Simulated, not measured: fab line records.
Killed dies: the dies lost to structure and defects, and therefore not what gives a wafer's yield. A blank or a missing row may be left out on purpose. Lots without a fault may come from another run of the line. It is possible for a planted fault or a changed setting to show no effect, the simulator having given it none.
Chamber matching | flow gf180mcu | cmp-02 running GF_V5_CMP_04: 4 sister chambers
The step polishes SiO2. 16 wafers are shown with their chamber, then 8 later ones without.

WAFERS PAIRED WITH THEIR CHAMBERS
wafer  | chamber | motor current A (A) | retaining ring pressure frac
L270.2 | 2       | 11.8                | 0.997
L270.5 | 0       | 13.2                | 1.004
L270.6 | 1       | 13.9                | 0.998
L271.2 | 0       | 13.4                | 0.997
L271.3 | 1       | 13.7                | 1.003
L271.5 | 3       | 12.1                | 0.989
L272.3 | 2       | 12.0                | 1.005
L272.5 | 3       | 12.3                | 1.004
L272.6 | 2       | 11.6                | 1.001
L273.2 | 2       | 11.0                | 1.000
L273.3 | 3       | 12.7                | 0.999
L273.5 | 3       | 12.3                | 1.004
L274.1 | 2       | 12.0                | 0.996
L274.5 | 0       | 12.9                | 1.007
L274.6 | 3       | 12.7                | 0.991
L276.1 | 3       | 12.2                | 0.992

SIGNATURES (averages over the wafers above)
reading                      | chamber 0 | chamber 1 | chamber 2 | chamber 3 | scatter within a chamber
motor current A              | 13.167    | 13.800    | 11.680    | 12.383    | 0.311
retaining ring pressure frac | 1.00267   | 1.00050   | 0.99980   | 0.99650   | 0.00533
Rule: a wafer's distance from a chamber is the root of the sum, over the readings, of the square of ((its reading less the chamber's mean) divided by the reading's scatter). If the next closest chamber is less than 2 further off than the closest, the wafer can't be placed; otherwise it belongs to the closest. The scatter is the square root of a quotient: the sum, over the shown wafers, of each reading's squared deviation from its chamber's mean, divided by wafers minus chambers.

WAFERS WITHOUT THEIR CHAMBER
wafer  | motor current A (A) | retaining ring pressure frac
L276.4 | 13.7                | 1.001
L276.6 | 13.1                | 0.989
L283.1 | 11.3                | 1.003
L283.2 | 12.7                | 1.000
L283.3 | 13.6                | 0.991
L290.3 | 12.7                | 1.012
L290.5 | 13.6                | 1.001
L290.6 | 13.0                | 1.002

CHAMBER TAKEN BY EACH
wafer  | from the rows above               | in truth
L276.4 | can't be placed: 1 or 0           | 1
L276.6 | can't be placed: 0 or 3 or 1      | 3
L283.1 | 2                                 | 2
L283.2 | can't be placed: 3 or 0           | 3
L283.3 | can't be placed: 1 or 0           | 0
L290.3 | can't be placed: 0 or 3 or 2 or 1 | 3
L290.5 | can't be placed: 1 or 0           | 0
L290.6 | can't be placed: 0 or 3           | 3
1 of 8 placed correctly. Cannot be placed on the basis of these rows: 7; the candidates contain the true chamber in 7. 0 placed wrongly.
